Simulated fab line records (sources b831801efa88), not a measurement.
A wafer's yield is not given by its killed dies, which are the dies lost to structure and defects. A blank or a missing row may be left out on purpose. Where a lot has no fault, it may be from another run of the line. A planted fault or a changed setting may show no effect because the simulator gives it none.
A struck lot beside a sound one + flow sfq line + 20 out of 325 route steps
Sound: these wafers, L429.4, L429.5, L429.6. Struck: wafer L441.6 (left out: L441.2, L441.3 of the same lot, which were not struck); the cause appears at the end.
Per side, at each step with rows, come the tool, then ch with its chambers, and then its first start. Under that, the readings that differ: sound wafers + struck wafers + difference of the means + sigmas: that difference in standard deviations of wafers without a fault.
alike: readings whose means differ by less than 2 such deviations, and words and numbers that are the same on both sides. not compared: withheld readings, readings that some wafer has no value for, bounds like >300 that may hide the same value, and numbers for which the record gives no deviation and whose values overlap.
A row with sigmas, a row that says differs or no value, or rows on one side alone: a step with any of these is where the two part. When numbers do not overlap yet have no deviation, they are printed without sigmas and do not part them. Lack of a reading on every wafer of one side parts them only where that side has two or more wafers.

first, 2 steps without rows for these wafers: SFQ_TRILAYER_I1_VIA_LITHO_PEB_052 (peb time 60 s); SFQ_TRILAYER_I1_VIA_LITHO_DEVELOP_051 (time 60 s).
SFQ_I1_OVL_MEAS_913:
  struck on overlay-02, day 34 04:53; sound on overlay-01, day 32 23:45
  alike: I1_OVL
then, 1 step without rows for these wafers: SFQ_TRILAYER_I1_VIA_BARC_OPEN_VIA_ETCH_071 (etches BARC in O2, target depth 125 nm, time 41.7 s).
SFQ_TRILAYER_I1_VIA_ETCH_VIA_ETCH_052: etches SiO2 in CHF3, stops on Nb, target depth 260 nm.
  sound on rie diel-01 ch 0,1, day 32 23:49; struck on rie diel-01 ch 1, day 34 04:58
  alike: bias w, drypump motor current A, oes product au
SFQ_TRILAYER_I1_VIA_STRIP_STRIP_053: strips in O2.
  sound on rie metal-03 ch 0,1, day 33 00:08; struck on rie metal-01 ch 0, day 34 05:05
| reading               | sound             | struck | difference | sigmas |
|-----------------------|-------------------|--------|------------|--------|
| oes product au (a.u.) | 0.996 0.995 0.984 | 1.013  | +0.021     | +2     |
  alike: drypump motor current A, he backside leak sccm
  not compared: rf hours counter h
then, 2 steps without rows for these wafers: SFQ_TRILAYER_I1_VIA_STRIP_SOLV_CLEAN_054 (cleans in NMP, time 600 s); SFQ_TRILAYER_M2_DEP_PRE_CLEAN_056 (time 22.5 s).
SFQ_TRILAYER_M2_DEP_SPUTTER_055: material Nb, target thk 200 nm, time 133.3 s.
  struck on pvd sputter-03, day 34 05:53; sound on pvd sputter-03, day 33 00:44
  alike: throttle valve pct
SFQ_M2_RS_MEAS_914: measurement is done with a four-point probe.
  struck on film metro-02, day 34 05:59; sound on film metro-03, day 33 00:53
  alike: M2_NB_RS
then, 1 step without rows for these wafers: SFQ_TRILAYER_M2_LITHO_COAT_062 (resist thk 62 nm).
SFQ_TRILAYER_M2_LITHO_COAT_057: resist thk 600 nm.
  sound on litho track-01 ch 0, day 33 01:27; struck on litho track-03 ch 0, day 34 06:30
| reading                                             | sound             | struck | difference | sigmas |
|-----------------------------------------------------|-------------------|--------|------------|--------|
| model.KrF_of_TRILAYER_M2_LITHO_COAT_057.thk nm (nm) | 599.4 600.9 600.8 | 580.7  | -19.7      |        |
then, 4 steps without rows for these wafers: SFQ_TRILAYER_M2_LITHO_SOFTBAKE_061; SFQ_TRILAYER_M2_LITHO_EXPOSE_058 (exposes mask M2, target cd 500 nm); SFQ_TRILAYER_M2_LITHO_PEB_060 (peb time 60 s); SFQ_TRILAYER_M2_LITHO_DEVELOP_059 (time 60 s).
-- the record jumps here: 6 days lie between the struck wafers' starts before and after --
SFQ_M2_OVL_MEAS_916:
  struck on overlay-02, day 40 11:38; sound on overlay-02, day 39 06:21
  alike: M2_OVL
SFQ_TRILAYER_M2_BARC_OPEN_METAL_ETCH_077: etches BARC in O2, target depth 125 nm, time 41.7 s.
  sound on rie metal-03 ch 0,1, day 39 06:23; struck on rie metal-01 ch 0, day 40 11:40
  alike: bias w, drypump motor current A, he backside leak sccm, oes product au
  not compared: rf hours counter h
SFQ_TRILAYER_M2_ETCH_METAL_ETCH_060: etches Nb in Cl2/Ar, stops on SiO2, target depth 240 nm, time 120 s.
  sound on rie metal-03 ch 0,1, day 39 06:28; struck on rie metal-01 ch 0, day 40 11:44
| reading                                             | sound           | struck | difference | sigmas |
|-----------------------------------------------------|-----------------|--------|------------|--------|
| model.KrF_of_TRILAYER_M2_LITHO_COAT_057.thk nm (nm) | 385 388.1 386.8 | 360.5  | -26.1      |        |
  alike: bias w, drypump motor current A, he backside leak sccm, oes product au
  not compared: rf hours counter h
SFQ_TRILAYER_M2_STRIP_STRIP_061: strips in O2.
  sound on rie metal-03 ch 0,1, day 39 06:45; struck on rie metal-01 ch 0, day 40 11:51
  alike: drypump motor current A, he backside leak sccm, oes product au
  not compared: rf hours counter h

## WHERE THEY PART
Within this record, at SFQ_TRILAYER_I1_VIA_STRIP_STRIP_053 only. Later steps at which nothing parts them and some readings are alike: SFQ_TRILAYER_M2_DEP_SPUTTER_055, SFQ_M2_RS_MEAS_914, SFQ_M2_OVL_MEAS_916, SFQ_TRILAYER_M2_BARC_OPEN_METAL_ETCH_077, SFQ_TRILAYER_M2_ETCH_METAL_ETCH_060, SFQ_TRILAYER_M2_STRIP_STRIP_061.

WHY: the cause the simulator had injected
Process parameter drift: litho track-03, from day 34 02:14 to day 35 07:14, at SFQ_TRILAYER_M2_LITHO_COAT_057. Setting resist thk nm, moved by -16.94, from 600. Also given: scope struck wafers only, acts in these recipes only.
